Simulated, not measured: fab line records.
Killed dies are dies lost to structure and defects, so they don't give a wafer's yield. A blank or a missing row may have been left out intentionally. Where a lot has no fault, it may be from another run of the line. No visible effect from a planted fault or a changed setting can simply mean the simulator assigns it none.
Which of the tools did it? | flow sfq line | Sampling: 14 lots, 42 wafers, 6 of 325 route steps

== WHAT THE GAUGES READ, wafer by wafer ==
SFQ_M7_RS_MEAS_943: measures by four-point-probe. Usual: M7_NB_RS gives 0.888 ohm/sq (standard deviation 0.0085).
lot  | measured     | on            | M7_NB_RS (ohm/sq)                   | flag
L133 | day 67 23:50 | film metro-02 | 0.908 0.903 0.896                   |
L134 | day 75 07:02 | film metro-01 | 0.880 0.873 0.866                   |
L135 | day 75 11:11 | film metro-04 | 0.896 0.899 0.894                   |
L136 | day 77 15:40 | film metro-04 | 0.895 0.892 0.898                   |
L137 | day 77 19:18 | film metro-04 | 0.881 0.879 0.883                   |
L140 | day 81 04:12 | film metro-02 | 0.889 0.883 0.894                   |
L141 | day 81 17:10 | film metro-01 | 0.891 0.890 0.889                   |
L144 | day 82 15:11 | film metro-04 | 0.887 0.880 0.889                   |
L145 | day 82 19:58 | film metro-01 | 0.882 0.888 0.888                   |
L146 | day 83 00:55 | film metro-04 | 0.883 0.891 0.888                   |
L149 | day 83 17:43 | film metro-04 | 0.892 1.532 0.884 0.893 1.533 0.885 | OFF
L150 | day 83 23:44 | film metro-01 | 0.888 0.887 0.887                   |
L151 | day 84 02:07 | film metro-02 | 0.891 1.534 0.906 0.889 1.537 0.906 | OFF
L156 | day 85 08:07 | film metro-04 | 0.876 0.878 0.887                   |

SFQ_M8_BOW_MEAS_951. Usual: M8_BOW gives 8 um (standard deviation 12).
lot  | measured     | on            | M8_BOW (um) | flag
L133 | day 80 14:13 | film metro-01 | -3 -10 -8   |
L134 | day 83 18:47 | film metro-03 | -19 -17 -13 |
L135 | day 83 21:09 | film metro-03 | 10 6 1      |
L136 | day 85 03:09 | film metro-03 | 7 0 4       |
L137 | day 85 05:46 | film metro-03 | 13 3 10     |
L140 | day 88 09:16 | film metro-03 | 21 16 20    |
L141 | day 88 20:02 | film metro-03 | 11 5 17     |
L144 | day 89 13:10 | film metro-03 | -9 -4 9     |
L145 | day 89 16:26 | film metro-01 | 13 9 29     |
L146 | day 89 18:50 | film metro-03 | -1 -9 -9    |
L149 | day 90 11:46 | film metro-01 | -3 -3 -6    |
L150 | day 93 11:01 | film metro-04 | 15 10 -4    |
L151 | day 93 17:25 | film metro-04 | -4 11 5     |
L156 | day 95 16:37 | film metro-01 | 1 9 -4      |

== EACH LOT AND THE TOOL THAT RAN IT (in order: tool; ch and the chambers of the sampled wafers; start) ==
lot  | SFQ_TRILAYER_A5B_CMP_CMP_130  | SFQ_TRILAYER_M7_DEP_SPUTTER_175 | SFQ_TRILAYER_M7_ETCH_METAL_ETCH_180 | SFQ_TRILAYER_M7_STRIP_STRIP_181
L133 | cmp-02 ch 0,1,2, day 60 22:41 | pvd sputter-03, day 67 23:43    | rie metal-03 ch 0,1, day 72 19:48   | rie metal-03 ch 0,1, day 72 19:55
L134 | cmp-01 ch 0,3, day 61 01:57   | pvd sputter-03, day 75 06:54    | rie metal-02 ch 0,1, day 75 19:23   | rie metal-02 ch 0,1, day 75 19:40
L135 | cmp-01 ch 1,2,3, day 61 04:57 | pvd sputter-04, day 75 11:06    | rie metal-02 ch 0,1, day 75 20:33   | rie metal-02 ch 0,1, day 75 20:40
L136 | cmp-01 ch 0,1, day 61 08:27   | pvd sputter-06, day 77 15:34    | rie metal-03 ch 0,1, day 77 18:19   | rie metal-03 ch 0,1, day 77 18:26
L137 | cmp-02 ch 0,2, day 61 11:11   | pvd sputter-06, day 77 19:10    | rie metal-02 ch 0,1, day 77 21:50   | rie metal-02 ch 0,1, day 77 22:07
L140 | cmp-02 ch 1,3, day 61 23:11   | pvd sputter-04, day 81 04:05    | rie metal-01 ch 0,1, day 84 17:43   | rie metal-01 ch 0,1, day 84 17:51
L141 | cmp-01 ch 0,1,2, day 62 11:28 | pvd sputter-04, day 81 17:04    | rie metal-03 ch 1, day 84 23:43     | rie metal-03 ch 1, day 84 23:51
L144 | cmp-02 ch 0,1,3, day 68 03:04 | pvd sputter-06, day 82 15:04    | rie metal-02 ch 0,1, day 85 15:28   | rie metal-02 ch 0,1, day 85 15:36
L145 | cmp-01 ch 0,1, day 68 07:42   | pvd sputter-03, day 82 19:52    | rie metal-02 ch 0,1, day 85 17:52   | rie metal-02 ch 0,1, day 85 18:00
L146 | cmp-02 ch 0,1,2, day 68 11:28 | pvd sputter-06, day 83 00:49    | rie metal-01 ch 0,1, day 85 21:28   | rie metal-01 ch 0,1, day 85 21:36
L149 | cmp-01 ch 0,3, day 68 21:01   | pvd sputter-06, day 83 17:37    | rie metal-03 ch 0,1, day 86 13:04   | rie metal-03 ch 0,1, day 86 13:12
L150 | cmp-02 ch 0,2,3, day 68 23:25 | pvd sputter-03, day 83 23:37    | rie metal-02 ch 0,1, day 86 20:16   | rie metal-02 ch 0,1, day 86 20:24
L151 | cmp-01 ch 0,1,3, day 73 05:04 | pvd sputter-06, day 84 02:01    | rie metal-01 ch 0,1, day 86 23:52   | rie metal-01 ch 0,1, day 87 00:00
L156 | cmp-01 ch 1,2,3, day 74 06:24 | pvd sputter-03, day 85 08:01    | rie metal-02 ch 0,1, day 88 10:27   | rie metal-02 ch 0,1, day 88 10:34
- SFQ_TRILAYER_A5B_CMP_CMP_130: polishes, stops on Nb, target thk 340.7 nm.
- SFQ_TRILAYER_M7_DEP_SPUTTER_175: material Nb, target thk 200 nm, time 133.3 s.
- SFQ_TRILAYER_M7_ETCH_METAL_ETCH_180: etches Nb in Cl2/Ar, stops on SiO2, target depth 240 nm, time 120 s.
- SFQ_TRILAYER_M7_STRIP_STRIP_181: strips in O2.

== WHAT THE TOOLS THEMSELVES READ (means of the sampled wafers that have a number; where no wafer has one, the mark that the record gives instead) ==
SFQ_TRILAYER_A5B_CMP_CMP_130. Usual: motor current A 10.0 A, standard deviation 0.95; slurry filter dp kPa 13.50 kPa, standard deviation 0.13.
lot  | tool   | motor current A (A) | slurry filter dp kPa (kPa) | flag
L133 | cmp-02 | 9.2                 | 13.62                      |
L134 | cmp-01 | 9.7                 | 13.47                      |
L135 | cmp-01 | 10.1                | 13.43                      |
L136 | cmp-01 | 11.2                | 13.54                      |
L137 | cmp-02 | 9.2                 | 13.56                      |
L140 | cmp-02 | 9.5                 | 13.48                      |
L141 | cmp-01 | 10.6                | 13.55                      |
L144 | cmp-02 | 10.0                | 13.44                      |
L145 | cmp-01 | 10.7                | 13.49                      |
L146 | cmp-02 | 9.0                 | 13.51                      |
L149 | cmp-01 | 10.0                | 13.46                      |
L150 | cmp-02 | 10.5                | 13.48                      |
L151 | cmp-01 | 10.1                | 13.49                      |
L156 | cmp-01 | 10.4                | 13.45                      |

SFQ_TRILAYER_M7_DEP_SPUTTER_175. Usual: 30.0 % for throttle valve pct, sd 1.3.
lot  | tool           | throttle valve pct (%) | flag
L133 | pvd sputter-03 | 29.9                   |
L134 | pvd sputter-03 | 29.9                   |
L135 | pvd sputter-04 | 31.2                   |
L136 | pvd sputter-06 | 29.2                   |
L137 | pvd sputter-06 | 29.0                   |
L140 | pvd sputter-04 | 31.1                   |
L141 | pvd sputter-04 | 31.4                   |
L144 | pvd sputter-06 | 30.0                   |
L145 | pvd sputter-03 | 29.8                   |
L146 | pvd sputter-06 | 29.0                   |
L149 | pvd sputter-06 | 28.9                   |
L150 | pvd sputter-03 | 30.3                   |
L151 | pvd sputter-06 | 30.5                   |
L156 | pvd sputter-03 | 29.5                   |

SFQ_TRILAYER_M7_ETCH_METAL_ETCH_180. Usual: drypump motor current A 5.6 A, standard deviation 0.35; oes product au 0.895 a.u., standard deviation 0.0065.
lot  | tool         | drypump motor current A (A) | oes product au (a.u.) | flag
L133 | rie metal-03 | 5.4                         | 0.884                 |
L134 | rie metal-02 | 5.7                         | 0.904                 |
L135 | rie metal-02 | 6.0                         | 0.890                 |
L136 | rie metal-03 | 5.3                         | 0.892                 |
L137 | rie metal-02 | 5.7                         | 0.893                 |
L140 | rie metal-01 | 5.7                         | 0.891                 |
L141 | rie metal-03 | 5.3                         | 0.892                 |
L144 | rie metal-02 | 6.0                         | 0.896                 |
L145 | rie metal-02 | 5.7                         | 0.894                 |
L146 | rie metal-01 | 5.8                         | 0.897                 |
L149 | rie metal-03 | 5.3                         | 0.822                 | OFF
L150 | rie metal-02 | 6.0                         | 0.899                 |
L151 | rie metal-01 | 5.6                         | 0.822                 | OFF
L156 | rie metal-02 | 5.7                         | 0.900                 |

SFQ_TRILAYER_M7_STRIP_STRIP_181. Usual: drypump motor current A 5.6 A, standard deviation 0.35; oes product au 0.999 a.u., standard deviation 0.009; platen temp c 40.00 C, standard deviation 0.11.
lot  | tool         | drypump motor current A (A) | oes product au (a.u.) | platen temp c (C) | flag
L133 | rie metal-03 | 5.4                         | 0.999                 | 40.05             |
L134 | rie metal-02 | 5.7                         | 1.000                 | 39.94             |
L135 | rie metal-02 | 6.0                         | 0.999                 | 40.02             |
L136 | rie metal-03 | 5.3                         | 1.003                 | 39.99             |
L137 | rie metal-02 | 5.7                         | 0.989                 | 39.99             |
L140 | rie metal-01 | 5.7                         | 1.001                 | 40.00             |
L141 | rie metal-03 | 5.3                         | 0.995                 | 39.94             |
L144 | rie metal-02 | 5.9                         | 0.999                 | 40.13             |
L145 | rie metal-02 | 5.7                         | 0.996                 | 39.97             |
L146 | rie metal-01 | 5.7                         | 1.005                 | 39.90             |
L149 | rie metal-03 | 5.4                         | 0.999                 | 39.99             |
L150 | rie metal-02 | 5.9                         | 0.994                 | 40.12             |
L151 | rie metal-01 | 5.6                         | 1.010                 | 39.84             |
L156 | rie metal-02 | 5.7                         | 1.001                 | 39.88             |

== THE ANSWER, worked out from the rows above alone ==
Rule: a lot counts as off when the mean over its wafers that have a number is more than 3 standard deviations away from the usual mean. Also off: a lot with no number at a reading for which 4 or more lots have one. Where the step has rows for the other lots, those lots are counted as sound. The gauges are gone through in route order, then the tools' own readings, and for those a lot's mean is taken as printed above. The first step at which some lot is off is used, and at that step the reading that is off furthest; a lot without a number counts as furthest.
Off: L149, L151, at SFQ_M7_RS_MEAS_943 (M7_NB_RS).
A tool fits if, at a process step before that reading, it ran every lot that is off, and no sound lot after the first of them. Not tried: the gauges at SFQ_M7_RS_MEAS_943; whatever is off there is also off at SFQ_TRILAYER_M7_ETCH_METAL_ETCH_180, on other tools, and gauge error can't account for it. One fits: pvd sputter-06 at SFQ_TRILAYER_M7_DEP_SPUTTER_175. Its last sound lot is L146 (day 83 00:49), its first lot that is off L149 (day 83 17:37): a fault that began between those two fits.

== WHAT HAD BEEN PUT IN BY THE SIMULATOR ==
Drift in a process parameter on pvd sputter-06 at SFQ_TRILAYER_M7_DEP_SPUTTER_175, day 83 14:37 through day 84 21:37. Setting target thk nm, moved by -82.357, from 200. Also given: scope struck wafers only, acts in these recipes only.
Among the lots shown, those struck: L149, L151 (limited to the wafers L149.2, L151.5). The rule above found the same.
